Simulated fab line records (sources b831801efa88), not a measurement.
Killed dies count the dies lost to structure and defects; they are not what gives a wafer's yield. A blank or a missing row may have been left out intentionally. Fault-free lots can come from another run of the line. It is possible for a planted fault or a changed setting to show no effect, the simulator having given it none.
A lot that was struck, set against a sound lot | flow sfq line | 16 steps out of a route of 325
Sound: the wafers L296.1, L296.3, L296.5. Wafers struck: L304.2, L304.3, L304.5. The cause comes at the end.
Each step with rows lists, per side, the tool, then ch with its chambers, then its first start. Under that, the readings that differ: sound wafers | struck wafers | difference of the means | sigmas: that difference in standard deviations of wafers without a fault.
alike: a reading whose means differ by less than 2 such deviations, as well as words and numbers matching on both sides. not compared: withheld readings; readings where some wafer has no value; bounds like >300 that might hide an equal value; numbers whose values overlap and for which the record gives no deviation.
A row with sigmas, a row that says differs or no value, or rows on one side alone: a step with any of these is where the two part. Numbers that don't overlap but have no deviation are shown without sigmas and don't part them. A reading missing from all wafers of one side parts the sides only when that side holds two or more wafers.

SFQ_I0_OVL_MEAS_908:
  struck on overlay-01, day 22 06:30; sound on overlay-02, day 18 06:11
  alike: I0_OVL
SFQ_TRILAYER_I0_VIA_BARC_OPEN_VIA_ETCH_046: etches BARC in O2, target depth 125 nm, time 41.7 s.
  sound on rie diel-02 ch 0,3, day 18 06:13; struck on rie diel-01 ch 0,1,3, day 22 06:32
  alike: drypump motor current A, oes product au
  not compared: rf hours counter h
SFQ_TRILAYER_I0_VIA_ETCH_VIA_ETCH_034: etches SiO2 in CHF3, stops on Nb, target depth 260 nm.
  sound on rie diel-02 ch 0,3, day 18 06:16; struck on rie diel-01 ch 0,1,3, day 22 06:34
  alike: drypump motor current A, oes product au
SFQ_TRILAYER_I0_VIA_STRIP_STRIP_035: strips in O2.
  sound on rie metal-01 ch 0,1, day 18 06:22; struck on rie metal-03 ch 0,1, day 22 06:41
  reading               | sound             | struck            | difference | sigmas
  oes product au (a.u.) | 0.987 0.986 0.979 | 1.004 1.001 0.998 | +0.017     | +2
  alike: drypump motor current A
  not compared: rf hours counter h
then, 2 steps without rows for these wafers: SFQ_TRILAYER_I0_VIA_STRIP_SOLV_CLEAN_036 (cleans in NMP, time 600 s); SFQ_TRILAYER_M1_DEP_PRE_CLEAN_038 (time 22.5 s).
SFQ_TRILAYER_M1_DEP_SPUTTER_037: material Nb, target thk 200 nm, time 133.3 s.
  struck on pvd sputter-05, day 22 07:40; sound on pvd sputter-06, day 18 07:11
  alike: throttle valve pct
SFQ_M1_RS_MEAS_909: the measuring method here is four-point-probe.
  struck on film metro-03, day 22 07:47; sound on film metro-02, day 18 07:16
  alike: M1_NB_RS
then, 3 steps without rows for these wafers: SFQ_TRILAYER_M1_LITHO_COAT_044 (resist thk 62 nm); SFQ_TRILAYER_M1_LITHO_COAT_039 (resist thk 600 nm); SFQ_TRILAYER_M1_LITHO_SOFTBAKE_043.
-- the record jumps here: 6 days lie between the struck wafers' starts before and after --
SFQ_TRILAYER_M1_LITHO_EXPOSE_040: exposes mask M1, target cd 500 nm.
  sound on krf scanner-01 ch 0, day 24 12:52; struck on krf scanner-02 ch 0, day 28 09:35
  reading                    | sound                | struck            | difference | sigmas
  model.M1.overlay x nm (nm) | -1.207 -1.207 -1.207 | 43.87 43.87 43.87 | +45.08     |
  alike: mask
then, 2 steps without rows for these wafers: SFQ_TRILAYER_M1_LITHO_PEB_042 (peb time 60 s); SFQ_TRILAYER_M1_LITHO_DEVELOP_041 (time 60 s).
SFQ_M1_OVL_MEAS_911:
  struck on overlay-01, day 28 11:05; sound on overlay-02, day 24 14:22
  reading     | sound   | struck   | difference | sigmas
  M1_OVL (nm) | 0 -5 -7 | 46 46 46 | +50        | +10
  not compared: hold
SFQ_TRILAYER_M1_BARC_OPEN_METAL_ETCH_054: etches BARC in O2, target depth 125 nm, time 41.7 s.
  sound on rie metal-02 ch 0,1, day 24 14:24; struck on rie metal-02 ch 0,1, day 28 14:01
  reading | sound | struck                                                                     | difference                   | sigmas
  hold    | - - - | await dispo/2.9h/release await dispo/2.9h/release await dispo/2.9h/release | no value on the sound wafers |
  alike: drypump motor current A, oes product au
  not compared: rf hours counter h

== WHERE THEY PART ==
At SFQ_TRILAYER_I0_VIA_STRIP_STRIP_035 first; at SFQ_TRILAYER_M1_BARC_OPEN_METAL_ETCH_054 last (within this record only).

WHY: what had been put in by the simulator
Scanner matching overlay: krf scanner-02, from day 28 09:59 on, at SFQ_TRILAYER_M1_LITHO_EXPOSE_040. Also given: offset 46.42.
